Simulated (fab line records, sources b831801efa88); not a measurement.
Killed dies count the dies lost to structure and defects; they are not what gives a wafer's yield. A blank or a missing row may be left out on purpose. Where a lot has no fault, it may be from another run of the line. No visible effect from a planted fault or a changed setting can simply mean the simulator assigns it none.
fab line records | flow sky130 | part 1 of 2: steps 1 to 27 of 39
record: lots: 5 wafers: 15 lastDay: 50
route steps=708 shown POLY_GATE@230 LDD_N@237 LDD_P@255 LDD_HVN@267
lots untouched by any fault: they come from a run of this same line in which no faults occurred
startH: start of the lot's first displayed wafer, in hours after the record's first day | waitH: hours since the lot's step before | " identical to the entry in the row above | L1.1+2: one row covering several wafers at once | - value missing, or start not given | * or withheld: withheld | < > ~ a bound
route shown NAME@n: NAME is a module with steps in the file, n the number in the route of the first one | usual: the fault-free wafers' mean and standard deviation | same: alike in all rows | chamber/n: place in a boat | sites: the reading at each site | _std_site: how widely they spread, as a standard deviation | _edge_site: the outer-site mean with the inner-site mean subtracted | radiusMm: for every site, how far away it sits from the centre of the wafer | mask NAME#n: copy n | behind: tool/chamber where the wafer was last shaped | hold: cause of the lot's hold/its duration in hours/its outcome | device: which transistor (n, p or np) failed to switch | end of line: tests of these same wafers at the route's end | for a step that has no rows: nothing shown but its recipe | killed: count of dies lost to structure and defects at first sort (not the wafer's yield) | map: a wafer's dies, marking killed ones x, the rest . and places with no die _
set.NAME: the setting as run; set.NAME@STEP: as run at that earlier step | model.NAME: the simulator's own value behind a step, which no gauge read
lots at selected steps of the route; one table per step, one row per wafer
services: when a tool's chamber went out of use (startH, in hours from the record's first day, below 0 if earlier), for how many hours, and the reason
== steps ==
step: SKY_POLY_GATE_ETCH_16
recipe: stopOn: poly-Si chemistry: CH3F/O2 target: Si3N4 sourceW: 400 biasW: 80 pressureMtorr: 25 ch3fFlowSccm: 40 O2_flow_sccm: 30 timeS: 147.5 targetDepthA: 750
usual: ch3fFlowSccm: 40.01/0.12 drypumpMotorCurrentA: 5.6/0.47 oesProductAu: 0.642/0.0055 throttleValvePct: 10.535/0.0093
columns lot.wafer tool chamber startH waitH ch3fFlowSccm drypumpMotorCurrentA oesProductAu rfHoursCounterH throttleValvePct
L078.1 rieDiel-01 0 411.46 0.0 40.06 5.1 0.641 83 10.544
L078.4 " 1 " " 39.91 6.4 0.639 7 10.541
L078.6 " 0 " " 39.93 5.1 0.637 - 10.521
L084.3 rieDiel-02 1 469.43 0.0 39.98 6.3 0.650 91 10.531
L084.5 " 1 " " 40.08 6.3 0.647 - 10.541
L084.6 " 2 " " 39.95 5.3 0.641 - 10.541
L086.2 rieDiel-01 0 486.06 0.0 39.95 5.1 0.642 84 10.552
L086.4 " 2 " " 40.14 5.4 0.643 84 10.553
L086.6 " 3 " " 39.90 6.1 0.640 - 10.531
L090.3 rieDiel-02 2 512.16 0.0 39.97 5.3 0.644 5 10.531
L090.4 " 3 " " 40.09 5.2 0.636 - 10.541
L090.5 " 0 " " 40.07 5.1 0.650 - 10.546
L095.2 rieDiel-01 3 551.98 0.0 40.25 6.0 0.636 8 10.518
L095.5 " 3 " " 39.92 6.1 0.647 - 10.540
L095.6 " 1 " " 40.11 6.4 0.640 - 10.549
step: SKY_POLY_GATE_ETCH_17
recipe: targetDepthNm: 180 stopOn: SiO2 overEtchFrac: 0.56667 chemistry: HBr/Cl2 target: poly-Si icpW: 400 biasW: 100 pressureMtorr: 10 HBr_flow_sccm: 150 Cl2_flow_sccm: 50 timeS: 70.5
usual: drypumpMotorCurrentA: 5.6/0.47 oesProductAu: 0.989/0.0058 throttleValvePct: 33.685/0.0092
columns lot.wafer tool chamber startH waitH drypumpMotorCurrentA oesProductAu rfHoursCounterH throttleValvePct
L078.1 rieSi-02 0 411.56 0.0 5.4 0.985 61 33.681
L078.4 " 3 " " 5.0 0.983 3 33.673
L078.6 " 2 " " 5.7 0.989 - 33.684
L084.3 rieSi-01 1 469.53 0.0 6.1 0.990 3 33.680
L084.5 " 3 " " 6.1 0.981 - 33.687
L084.6 " 1 " " 6.1 0.994 - 33.692
L086.2 rieSi-01 1 486.16 0.0 6.1 0.990 3 33.675
L086.4 " 2 " " 5.1 0.993 2 33.692
L086.6 " 2 " " 5.2 0.993 - 33.682
L090.3 rieSi-01 1 512.26 0.0 6.1 0.997 4 33.697
L090.4 " 2 " " 5.2 1.001 2 33.683
L090.5 " 1 " " 6.1 0.983 - 33.696
L095.2 rieSi-01 0 552.08 0.0 6.7 0.986 0 33.690
L095.5 " 0 " " 6.6 0.981 - 33.686
L095.6 " 2 " " 5.2 0.976 - 33.676
step: SKY_POLY_GATE_STRIP_18
recipe: chemistry: O2/N2 powerW: 1400 pressureMtorr: 1500 platenTempC: withheld o2FlowSccm: 3000 n2FlowSccm: 300 overashFraction: 0.5
usual: drypumpMotorCurrentA: 5.9/0.59 n2FlowSccm: 300.0/0.91 oesProductAu: 0.361/0.005 stripTimeToEndpointS: 3.16/0.048
columns lot.wafer tool chamber startH waitH drypumpMotorCurrentA n2FlowSccm oesProductAu rfHoursCounterH stripTimeToEndpointS
L078.1 plasmaAsher-01 1 411.62 0.0 5.9 299.9 0.360 30 3.17
L078.4 " 0 " " 6.7 300.3 0.366 - 3.13
L078.6 " 0 " " 6.6 300.7 0.360 - 3.16
L084.3 plasmaAsher-02 0 469.61 0.1 4.9 299.9 0.356 - 3.17
L084.5 " 0 " " 5.0 299.9 0.369 - 3.19
L084.6 " 1 " " 6.0 299.7 0.363 - 3.11
L086.2 plasmaAsher-04 1 486.22 0.0 5.8 299.0 0.362 81 3.15
L086.4 " 0 " " 6.6 298.3 0.358 - 3.12
L086.6 " 0 " " 6.6 300.9 0.363 - 3.18
L090.3 plasmaAsher-04 1 512.35 0.1 5.8 300.4 0.352 - 3.06
L090.4 " 0 " " 6.6 299.8 0.359 - 3.12
L090.5 " 0 " " 6.6 299.1 0.358 - 3.17
L095.2 plasmaAsher-02 0 552.13 0.0 5.0 299.9 0.366 71 3.22
L095.5 " 0 " " 5.0 299.5 0.366 - 3.26
L095.6 " 1 " " 6.1 299.4 0.365 - 3.11
step: SKY_POLY_GATE_CLEAN_19
recipe: chemistry: SC1/SC2 mix: 1:4:20 tempC: 70 timeS: 150 dry: n2Spin
columns lot.wafer tool chamber startH waitH
L078.1+4+6 wetBench-02 1 411.72 0.1
L084.3+5+6 wetBench-02 1 469.68 0.0
L086.2+4+6 wetBench-04 1 486.32 0.1
L090.3+4+5 wetBench-04 1 512.42 0.0
L095.2+5+6 wetBench-02 0 552.23 0.1
step: SKY_POLY_GATE_OXIDATION_20
recipe: tempC: 850 ambient: O2 stabiliseS: 600 purgeS: 300 targetThkA: 40 oxTimeS: 899
usual: spikeTcLowerC: 851.2/1
columns lot.wafer tool chamber startH waitH spikeTcLowerC
L078.1 furnace-02 0 412.30 0.5 851.2
L078.4 " 0 " " 851.1
L078.6 " 0 " " 850.9
L084.3 furnace-01 0 470.81 1.1 851.6
L084.5 " 0 " " 851.3
L084.6 " 0 " " 850.3
L086.2 furnace-01 0 486.37 0.0 850.7
L086.4 " 0 " " 850.2
L086.6 " 0 " " 850.6
L090.3 furnace-01 0 512.47 0.0 852.3
L090.4 " 0 " " 851.0
L090.5 " 0 " " 851.7
L095.2 furnace-02 0 552.28 0.0 852.5
L095.5 " 0 " " 853.0
L095.6 " 0 " " 849.2
step: SKY_POLY_GATE_THK_MEAS_21
recipe: reads: SiO2_of_POLY_GATE_OXIDATION_20
usual: POLY_GATE_OXIDATION_THK: 3.98/0.076
columns lot.wafer tool chamber startH waitH POLY_GATE_OXIDATION_THK[nm]
L078.1 filmMetro-03 - 413.55 0.0 3.88
L078.4 " - " " 3.97
L078.6 " - " " 3.92
L084.3 filmMetro-03 - 472.08 0.0 4.01
L084.5 " - " " 4.02
L084.6 " - " " 4.04
L086.2 filmMetro-01 - 487.63 0.0 4.05
L086.4 " - " " 4.06
L086.6 " - " " 3.99
L090.3 filmMetro-04 - 513.74 0.0 4.15
L090.4 " - " " 3.94
L090.5 " - " " 4.10
L095.2 filmMetro-04 - 553.54 0.0 3.99
L095.5 " - " " 3.93
L095.6 " - " " 3.80
step: SKY_POLY_GATE_CD_MEAS_22
usual: cdNm: 149.9/2.4
columns lot.wafer tool chamber startH waitH cdNm
L078.1 cdSem-01 - 413.61 0.1 147.6
L078.4 " - " " 152.3
L078.6 " - " " 148.6
L084.3 cdSem-01 - 472.17 0.1 152.1
L084.5 " - " " 150.9
L084.6 " - " " 147.0
L086.2 cdSem-01 - 487.70 0.1 145.2
L086.4 " - " " 147.5
L086.6 " - " " 148.5
L090.3 cdSem-01 - 513.84 0.1 153.7
L090.4 " - " " 152.9
L090.5 " - " " 153.2
L095.2 cdSem-02 - 553.62 0.1 151.8
L095.5 " - " " 149.8
L095.6 " - " " 152.9
step: SKY_LDD_N_DEHYDRATE_00
recipe: tempC: 200 timeS: 60
columns lot.wafer tool chamber startH waitH
L078.1+4+6 lithoTrack-03 0 429.17 15.5
L084.3+5+6 lithoTrack-04 0 487.07 14.9
L086.2+4+6 lithoTrack-04 0 502.15 14.4
L090.3+4+5 lithoTrack-03 0 528.97 15.1
L095.2+5+6 lithoTrack-04 0 568.10 14.5
step: SKY_LDD_N_HMDS_01
recipe: primeTimeS: 60 primeTempC: 120
columns lot.wafer tool chamber startH waitH
L078.1+4+6 lithoTrack-03 0 429.32 0.1
L084.3+5+6 lithoTrack-04 0 487.22 0.1
L086.2+4+6 lithoTrack-04 0 502.30 0.1
L090.3+4+5 lithoTrack-03 0 529.12 0.1
L095.2+5+6 lithoTrack-04 0 568.25 0.1
step: SKY_LDD_N_COAT_02
recipe: resist: NOVOLAK spinRpm: 3000 resistThkNm: 300
usual: dispensePressureKPa: 51.4/1.6
columns lot.wafer tool chamber startH waitH dispensePressureKPa
L078.1 lithoTrack-03 0 429.47 0.1 49.2
L078.4 " 0 " " 49.2
L078.6 " 0 " " 49.2
L084.3 lithoTrack-04 0 487.37 0.1 52.0
L084.5 " 0 " " 52.0
L084.6 " 0 " " 52.0
L086.2 lithoTrack-04 0 502.45 0.1 52.0
L086.4 " 0 " " 52.0
L086.6 " 0 " " 52.0
L090.3 lithoTrack-03 0 529.27 0.1 49.3
L090.4 " 0 " " 49.3
L090.5 " 0 " " 49.3
L095.2 lithoTrack-04 0 568.40 0.1 52.0
L095.5 " 0 " " 52.0
L095.6 " 0 " " 52.0
step: SKY_LDD_N_SOFTBAKE_03
recipe: tempC: 90 timeS: 60 resist: NOVOLAK
columns lot.wafer tool chamber startH waitH
L078.1+4+6 lithoTrack-03 0 429.62 0.1
L084.3+5+6 lithoTrack-04 0 487.52 0.1
L086.2+4+6 lithoTrack-04 0 502.60 0.1
L090.3+4+5 lithoTrack-03 0 529.42 0.1
L095.2+5+6 lithoTrack-04 0 568.55 0.1
step: SKY_LDD_N_EXPOSE_04
recipe: maskId: NTM targetCdNm: 840 na: 0.6 sourceShape: conventional sigmaOuter: 0.6 doseMj: 110
usual: focusOffsetNm: 0.0/0.52
same: sigmaOuter: 0.6
columns lot.wafer tool chamber startH waitH mask focusOffsetNm
L078.1 ilineStepper-01 0 - - NTM#0 0.4
L078.4 " 0 " " NTM#0 0.3
L078.6 " 0 " " NTM#0 1.0
L084.3 ilineStepper-02 0 - - NTM#0 0.0
L084.5 " 0 " " NTM#0 -0.6
L084.6 " 0 " " NTM#0 -0.9
L086.2 ilineStepper-01 0 - - NTM#0 -0.5
L086.4 " 0 " " NTM#0 -0.1
L086.6 " 0 " " NTM#0 -0.1
L090.3 ilineStepper-01 0 - - NTM#0 0.4
L090.4 " 0 " " NTM#0 0.0
L090.5 " 0 " " NTM#0 0.0
L095.2 ilineStepper-01 0 - - NTM#0 -0.4
L095.5 " 0 " " NTM#0 0.4
L095.6 " 0 " " NTM#0 -0.6
step: SKY_LDD_N_PEB_05
recipe: tempC: withheld timeS: * resist: NOVOLAK
columns lot.wafer tool chamber startH waitH
L078.1+4+6 lithoTrack-04 0 - -
L084.3+5+6 lithoTrack-04 0 - -
L086.2+4+6 lithoTrack-04 0 - -
L090.3+4+5 lithoTrack-02 0 - -
L095.2+5+6 lithoTrack-04 0 - -
step: SKY_LDD_N_DEVELOP_06
recipe: developTimeS: 60 devTempC: 23
columns lot.wafer tool chamber startH waitH
L078.1+4+6 lithoTrack-04 0 445.42 0.1
L084.3+5+6 lithoTrack-04 0 502.02 0.1
L086.2+4+6 lithoTrack-04 0 518.05 0.1
L090.3+4+5 lithoTrack-02 0 544.00 0.1
L095.2+5+6 lithoTrack-04 0 583.65 0.1
step: SKY_LDD_N_OVL_MEAS_07
usual: LDD_N_OVL: -0.8/1.7
columns lot.wafer tool chamber startH waitH LDD_N_OVL[nm]
L078.1 overlay-02 - 445.57 0.1 1.1
L078.4 " - " " 1.4
L078.6 " - " " 1.7
L084.3 overlay-02 - 502.14 0.1 -0.1
L084.5 " - " " 0.1
L084.6 " - " " -1.0
L086.2 overlay-01 - 518.18 0.1 -1.1
L086.4 " - " " -3.6
L086.6 " - " " -2.9
L090.3 overlay-02 - 544.11 0.1 -1.3
L090.4 " - " " -1.0
L090.5 " - " " 0.3
L095.2 overlay-01 - 583.78 0.1 0.1
L095.5 " - " " -1.7
L095.6 " - " " -0.4
step: SKY_LDD_N_IMPLANT_08
recipe: species: As energyKev: 20 doseCm2: 7.5e+13 tiltDeg: withheld rotationDeg: 23
usual: faradayCurrentUA: 424/7.7
columns lot.wafer tool chamber startH waitH faradayCurrentUA
L078.1 implanter-02 0 445.61 0.0 421
L078.4 " 0 " " 441
L078.6 " 0 " " 403
L084.3 implanter-03 0 502.21 0.1 416
L084.5 " 0 " " 433
L084.6 " 0 " " 433
L086.2 implanter-04 0 518.23 0.0 423
L086.4 " 0 " " 426
L086.6 " 0 " " 410
L090.3 implanter-02 0 544.19 0.1 423
L090.4 " 0 " " 422
L090.5 " 0 " " 426
L095.2 implanter-02 0 583.83 0.0 426
L095.5 " 0 " " 432
L095.6 " 0 " " 432
step: SKY_LDD_N_IMPLANT_09
recipe: species: As energyKev: 20 doseCm2: 7.5e+13 tiltDeg: withheld rotationDeg: 113
usual: faradayCurrentUA: 423/8.9
columns lot.wafer tool chamber startH waitH faradayCurrentUA
L078.1 implanter-02 0 445.76 0.1 422
L078.4 " 0 " " 420
L078.6 " 0 " " 427
L084.3 implanter-03 0 502.36 0.1 419
L084.5 " 0 " " 417
L084.6 " 0 " " 433
L086.2 implanter-04 0 518.38 0.1 437
L086.4 " 0 " " 420
L086.6 " 0 " " 408
L090.3 implanter-02 0 544.34 0.1 419
L090.4 " 0 " " 427
L090.5 " 0 " " 427
L095.2 implanter-02 0 583.98 0.1 416
L095.5 " 0 " " 414
L095.6 " 0 " " 419
step: SKY_LDD_N_IMPLANT_10
recipe: species: As energyKev: 20 doseCm2: 7.5e+13 tiltDeg: withheld rotationDeg: 203
usual: faradayCurrentUA: 423/7.9
columns lot.wafer tool chamber startH waitH faradayCurrentUA
L078.1 implanter-02 0 445.91 0.1 433
L078.4 " 0 " " 415
L078.6 " 0 " " 429
L084.3 implanter-03 0 502.51 0.1 428
L084.5 " 0 " " 403
L084.6 " 0 " " 428
L086.2 implanter-04 0 518.53 0.1 428
L086.4 " 0 " " 417
L086.6 " 0 " " 437
L090.3 implanter-02 0 544.49 0.1 426
L090.4 " 0 " " 436
L090.5 " 0 " " 422
L095.2 implanter-02 0 584.13 0.1 428
L095.5 " 0 " " 412
L095.6 " 0 " " 439
step: SKY_LDD_N_IMPLANT_11
recipe: species: As energyKev: 20 doseCm2: 7.5e+13 tiltDeg: withheld rotationDeg: 293
usual: faradayCurrentUA: 423/8.5
columns lot.wafer tool chamber startH waitH faradayCurrentUA
L078.1 implanter-02 0 446.06 0.1 427
L078.4 " 0 " " 421
L078.6 " 0 " " 431
L084.3 implanter-03 0 502.66 0.1 414
L084.5 " 0 " " 422
L084.6 " 0 " " 431
L086.2 implanter-04 0 518.68 0.1 407
L086.4 " 0 " " 411
L086.6 " 0 " " 428
L090.3 implanter-02 0 544.64 0.1 415
L090.4 " 0 " " 423
L090.5 " 0 " " 438
L095.2 implanter-02 0 584.28 0.1 413
L095.5 " 0 " " 435
L095.6 " 0 " " 425
step: SKY_LDD_N_IMPLANT_12
recipe: species: BF2 energyKev: 50 doseCm2: 5e+12 tiltDeg: 30 rotationDeg: 0
usual: faradayCurrentUA: 28.2/0.53
columns lot.wafer tool chamber startH waitH faradayCurrentUA
L078.1 implanter-02 0 446.21 0.1 28.0
L078.4 " 0 " " 28.4
L078.6 " 0 " " 27.9
L084.3 implanter-03 0 502.81 0.1 28.2
L084.5 " 0 " " 28.1
L084.6 " 0 " " 29.4
L086.2 implanter-04 0 518.83 0.1 27.3
L086.4 " 0 " " 27.7
L086.6 " 0 " " 26.7
L090.3 implanter-02 0 544.79 0.1 29.2
L090.4 " 0 " " 27.3
L090.5 " 0 " " 27.7
L095.2 implanter-02 0 584.43 0.1 28.3
L095.5 " 0 " " 27.9
L095.6 " 0 " " 28.8
step: SKY_LDD_N_IMPLANT_13
recipe: species: BF2 energyKev: 50 doseCm2: 5e+12 tiltDeg: 30 rotationDeg: 90
usual: faradayCurrentUA: 28.2/0.57
columns lot.wafer tool chamber startH waitH faradayCurrentUA
L078.1 implanter-02 0 446.36 0.1 27.5
L078.4 " 0 " " 28.6
L078.6 " 0 " " 27.9
L084.3 implanter-03 0 502.96 0.1 27.9
L084.5 " 0 " " 27.6
L084.6 " 0 " " 28.4
L086.2 implanter-04 0 518.98 0.1 28.9
L086.4 " 0 " " 28.0
L086.6 " 0 " " 28.7
L090.3 implanter-02 0 544.94 0.1 27.7
L090.4 " 0 " " 28.2
L090.5 " 0 " " 27.4
L095.2 implanter-02 0 584.58 0.1 27.3
L095.5 " 0 " " 27.1
L095.6 " 0 " " 27.7
step: SKY_LDD_N_IMPLANT_14
recipe: species: BF2 energyKev: 50 doseCm2: 5e+12 tiltDeg: 30 rotationDeg: 180
usual: faradayCurrentUA: 28.2/0.53
columns lot.wafer tool chamber startH waitH faradayCurrentUA
L078.1 implanter-02 0 446.51 0.1 28.2
L078.4 " 0 " " 28.3
L078.6 " 0 " " 27.5
L084.3 implanter-03 0 503.11 0.1 28.4
L084.5 " 0 " " 28.7
L084.6 " 0 " " 27.8
L086.2 implanter-04 0 519.13 0.1 30.2
L086.4 " 0 " " 27.5
L086.6 " 0 " " 27.5
L090.3 implanter-02 0 545.09 0.1 28.1
L090.4 " 0 " " 28.9
L090.5 " 0 " " 28.9
L095.2 implanter-02 0 584.73 0.1 28.6
L095.5 " 0 " " 27.4
L095.6 " 0 " " 27.7
step: SKY_LDD_N_IMPLANT_15
recipe: species: BF2 energyKev: 50 doseCm2: 5e+12 tiltDeg: 30 rotationDeg: 270
usual: faradayCurrentUA: 28.2/0.58
columns lot.wafer tool chamber startH waitH faradayCurrentUA
L078.1 implanter-02 0 446.66 0.1 28.7
L078.4 " 0 " " 27.0
L078.6 " 0 " " 28.3
L084.3 implanter-03 0 503.26 0.1 29.5
L084.5 " 0 " " 27.2
L084.6 " 0 " " 28.8
L086.2 implanter-04 0 519.28 0.1 28.4
L086.4 " 0 " " 28.7
L086.6 " 0 " " 28.1
L090.3 implanter-02 0 545.24 0.1 28.3
L090.4 " 0 " " 27.7
L090.5 " 0 " " 27.6
L095.2 implanter-02 0 584.88 0.1 27.1
L095.5 " 0 " " 27.3
L095.6 " 0 " " 28.6
step: SKY_LDD_N_STRIP_16
recipe: chemistry: O2/N2 powerW: 1400 pressureMtorr: 1500 platenTempC: withheld o2FlowSccm: 3000 n2FlowSccm: 300 overashFraction: 0.5
usual: drypumpMotorCurrentA: 6.0/0.47 n2FlowSccm: 299.9/0.99 oesProductAu: 0.407/0.0047 stripTimeToEndpointS: 4.317/0.016
columns lot.wafer tool chamber startH waitH drypumpMotorCurrentA n2FlowSccm oesProductAu rfHoursCounterH stripTimeToEndpointS
L078.1 plasmaAsher-01 0 446.81 0.1 6.6 299.8 0.414 35 4.312
L078.4 " 1 " " 5.8 299.2 0.404 - 4.310
L078.6 " 0 " " 6.6 300.4 0.411 - 4.307
L084.3 plasmaAsher-01 0 503.39 0.1 6.6 299.9 0.420 - 4.294
L084.5 " 0 " " 6.6 301.3 0.410 - 4.318
L084.6 " 1 " " 5.8 297.9 0.412 - 4.325
L086.2 plasmaAsher-01 0 519.41 0.1 6.7 300.2 0.406 41 4.303
L086.4 " 0 " " 6.6 298.4 0.409 - 4.318
L086.6 " 1 " " 5.8 300.9 0.413 - 4.308
L090.3 plasmaAsher-02 0 545.37 0.1 5.0 301.9 0.408 - 4.319
L090.4 " 1 " " 6.0 299.9 0.403 - 4.334
L090.5 " 1 " " 6.1 300.1 0.413 - 4.320
L095.2 plasmaAsher-03 1 585.01 0.1 6.2 300.7 0.403 15 4.350
L095.5 " 1 " " 6.2 301.1 0.404 - 4.319
L095.6 " 0 " " 5.9 300.7 0.416 - 4.323
step: SKY_LDD_N_TW_MEAS_17
usual: LDD_N_TW: 2594/33
columns lot.wafer tool chamber startH waitH LDD_N_TW
L078.1 filmMetro-01 - 446.91 0.1 2574
L078.4 " - " " 2569
L078.6 " - " " 2563
L084.3 filmMetro-01 - 503.48 0.1 2579
L084.5 " - " " 2565
L084.6 " - " " 2586
L086.2 filmMetro-04 - 519.52 0.1 2638
L086.4 " - " " 2643
L086.6 " - " " 2632
L090.3 filmMetro-02 - 545.46 0.1 2555
L090.4 " - " " 2576
L090.5 " - " " 2576
L095.2 filmMetro-02 - 585.12 0.1 2568
L095.5 " - " " 2559
L095.6 " - " " 2557
step: SKY_LDD_P_DEHYDRATE_00
recipe: tempC: 200 timeS: 60
columns lot.wafer tool chamber startH waitH
L078.1+4+6 lithoTrack-04 0 461.42 14.5
L084.3+5+6 lithoTrack-01 0 519.04 15.5
L086.2+4+6 lithoTrack-03 0 533.65 14.1
L090.3+4+5 lithoTrack-01 0 559.89 14.4
L095.2+5+6 lithoTrack-01 0 599.11 14.0
step: SKY_LDD_P_HMDS_01
recipe: primeTimeS: 60 primeTempC: 120
columns lot.wafer tool chamber startH waitH
L078.1+4+6 lithoTrack-04 0 461.57 0.1
L084.3+5+6 lithoTrack-01 0 519.19 0.1
L086.2+4+6 lithoTrack-03 0 533.80 0.1
L090.3+4+5 lithoTrack-01 0 560.04 0.1
L095.2+5+6 lithoTrack-01 0 599.26 0.1
